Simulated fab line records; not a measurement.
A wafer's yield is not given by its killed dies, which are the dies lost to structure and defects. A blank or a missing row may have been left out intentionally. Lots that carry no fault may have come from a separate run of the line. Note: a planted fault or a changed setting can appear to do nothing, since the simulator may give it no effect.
What tool caused it? | flow sfq-line | 14 lots, 42 wafers sampled, at 3 steps of a route of 325

== WHAT EACH GAUGE READ, for each wafer ==
SFQ_M6_OVL_MEAS_940. Usual: M6_OVL 2 nm, standard deviation 5.8.
lot  | measured     | on         | M6_OVL (nm) | flag
L554 | day 72 07:40 | overlay-01 | -3 2 2      |
L556 | day 74 19:59 | overlay-02 | -6 -7 -11   |
L558 | day 75 04:30 | overlay-01 | 7 0 6       |
L559 | day 75 05:41 | overlay-02 | 0 1 1       |
L560 | day 75 08:06 | overlay-02 | 4 11 2      |
L561 | day 75 09:18 | overlay-01 | 2 -6 1      |
L562 | day 75 10:29 | overlay-02 | -7 -1 -5    |
L563 | day 76 23:49 | overlay-02 | 4 3 2       |
L568 | day 78 08:35 | overlay-02 | 12 9 10     |
L571 | day 78 12:11 | overlay-02 | 0 1 3       |
L572 | day 78 13:23 | overlay-02 | 6 3 3       |
L573 | day 78 14:35 | overlay-02 | 3 8 -3      |
L574 | day 82 20:00 | overlay-02 | -11 0 2     |
L577 | day 83 05:35 | overlay-02 | 3 0 0       |

== WHAT TOOL EACH LOT RAN ON (gives the tool, then ch and the chambers of the sampled wafers, and finally the start) ==
lot  | SFQ_TRILAYER_I0_VIA_STRIP_STRIP_035 | SFQ_TRILAYER_M4_LITHO_COAT_093
L554 | rie-metal-03 ch 0,1, day 9 07:53    | litho-track-04 ch 0, day 41 01:11
L556 | rie-metal-02 ch 0,1, day 10 03:40   | litho-track-03 ch 0, day 42 18:52
L558 | rie-metal-02 ch 0,1, day 10 13:53   | litho-track-03 ch 0, day 43 21:25
L559 | rie-metal-02 ch 0,1, day 11 03:11   | litho-track-04 ch 0, day 44 18:53
L560 | rie-metal-02 ch 0,1, day 11 07:59   | litho-track-02 ch 0, day 45 10:40
L561 | rie-metal-02 ch 0,1, day 11 10:43   | litho-track-04 ch 0, day 45 20:29
L562 | rie-metal-01 ch 0,1, day 11 16:24   | litho-track-03 ch 0, day 46 07:14
L563 | rie-metal-02 ch 0,1, day 11 21:11   | litho-track-02 ch 0, day 46 10:53
L568 | rie-metal-02 ch 0,1, day 13 05:14   | litho-track-03 ch 0, day 48 14:41
L571 | rie-metal-01 ch 0,1, day 13 19:42   | litho-track-02 ch 0, day 49 08:50
L572 | rie-metal-01 ch 0,1, day 14 01:30   | litho-track-02 ch 0, day 49 11:05
L573 | rie-metal-01 ch 0,1, day 14 06:18   | litho-track-03 ch 0, day 50 01:33
L574 | rie-metal-01 ch 0,1, day 14 13:18   | litho-track-04 ch 0, day 50 13:33
L577 | rie-metal-03 ch 0,1, day 15 07:18   | litho-track-03 ch 0, day 51 02:41
- SFQ_TRILAYER_I0_VIA_STRIP_STRIP_035: strips in O2.
- SFQ_TRILAYER_M4_LITHO_COAT_093: resist thk 600 nm.

== AS READ BY THE TOOLS THEMSELVES (means over the sampled wafers that have a number; for cases with no such wafer, the mark the record gives instead) ==
SFQ_TRILAYER_I0_VIA_STRIP_STRIP_035. Usual: chamber-pressure-mTorr 50.00 mTorr, standard deviation 0.045; drypump-motor-current-A 5.9 A, standard deviation 0.5; he-backside-leak-sccm 3.26 sccm, standard deviation 0.19; oes-product-au 0.992 a.u., standard deviation 0.012.
lot  | tool         | chamber-pressure-mTorr (mTorr) | drypump-motor-current-A (A) | he-backside-leak-sccm (sccm) | oes-product-au (a.u.) | flag
L554 | rie-metal-03 | 49.99                          | 5.5                         | 3.18                         | 0.995                 |
L556 | rie-metal-02 | 49.99                          | 6.2                         | 3.27                         | 0.977                 |
L558 | rie-metal-02 | 49.94                          | 6.0                         | 3.23                         | 1.001                 |
L559 | rie-metal-02 | 50.02                          | 6.0                         | 3.13                         | 0.993                 |
L560 | rie-metal-02 | 49.99                          | 6.1                         | 3.19                         | 0.988                 |
L561 | rie-metal-02 | 50.01                          | 6.2                         | 3.20                         | 0.982                 |
L562 | rie-metal-01 | 50.01                          | 5.4                         | 3.63                         | 0.996                 |
L563 | rie-metal-02 | 50.05                          | 6.0                         | 3.21                         | 0.981                 |
L568 | rie-metal-02 | 50.00                          | 6.0                         | 3.08                         | 0.993                 |
L571 | rie-metal-01 | 50.03                          | 5.4                         | 3.44                         | 0.987                 |
L572 | rie-metal-01 | 50.01                          | 5.4                         | 3.62                         | 0.997                 |
L573 | rie-metal-01 | 50.02                          | 5.2                         | 3.77                         | 0.999                 |
L574 | rie-metal-01 | 50.01                          | 5.2                         | 3.50                         | 0.996                 |
L577 | rie-metal-03 | 50.01                          | 5.5                         | 3.23                         | 1.000                 |

SFQ_TRILAYER_M4_LITHO_COAT_093. Usual: chill-plate-temp-C 23.00 C, standard deviation 0.1; spin-speed-rpm 2999.7 rpm, standard deviation 2.4.
lot  | tool           | chill-plate-temp-C (C) | spin-speed-rpm (rpm) | flag
L554 | litho-track-04 | 22.99                  | 3000.7               |
L556 | litho-track-03 | 22.93                  | 2997.4               |
L558 | litho-track-03 | 22.92                  | 3000.9               |
L559 | litho-track-04 | 23.06                  | 2996.4               |
L560 | litho-track-02 | 23.06                  | 2999.4               |
L561 | litho-track-04 | 22.98                  | 3001.0               |
L562 | litho-track-03 | 22.99                  | 2998.4               |
L563 | litho-track-02 | 23.01                  | 2997.5               |
L568 | litho-track-03 | 23.08                  | 2999.9               |
L571 | litho-track-02 | 23.06                  | 2895.9               | OFF
L572 | litho-track-02 | 22.96                  | 2895.6               | OFF
L573 | litho-track-03 | 22.95                  | 3000.4               |
L574 | litho-track-04 | 23.04                  | 3002.9               |
L577 | litho-track-03 | 23.05                  | 2999.1               |

== THE ANSWER, worked out from the rows above alone ==
Rule: take the mean of a lot's wafers that have a number; if it is more than 3 standard deviations from the usual mean, the lot is off. A lot without any number at a reading at which 4 lots or more have one is off too. Where the step has rows for the other lots, those lots are counted as sound. After the gauges, taken in route order, come the tools' own readings; for these a lot's mean is taken, as printed above. The first step at which some lot is off is used, and at that step the reading that is off furthest; a lot without a number counts as furthest.
Off at SFQ_TRILAYER_M4_LITHO_COAT_093 (spin-speed-rpm): L571, L572.
If a tool, at that step or one of the process steps before it, ran each lot that is off and ran no sound lot following the first of them, it fits. One candidate fits, namely litho-track-02 at SFQ_TRILAYER_M4_LITHO_COAT_093. A fault onset in the window from L563 (day 46 10:53, its last sound lot) to L571 (day 49 08:50, its first lot off) fits.
The tool's own readings at SFQ_TRILAYER_M4_LITHO_COAT_093 bear it out: on the lots that are off they differ by more than 5 times the standard deviation of the sound lots' means. spin-speed-rpm reads 2895.8 rpm there against 2999.5 rpm on the sound lots.

== WHAT WAS PUT IN BY THE SIMULATOR ==
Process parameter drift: litho-track-02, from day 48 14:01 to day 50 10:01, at SFQ_TRILAYER_M4_LITHO_COAT_093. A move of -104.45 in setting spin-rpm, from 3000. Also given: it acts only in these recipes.
Lots struck among those shown: L571, L572. The rule above reached the same finding.
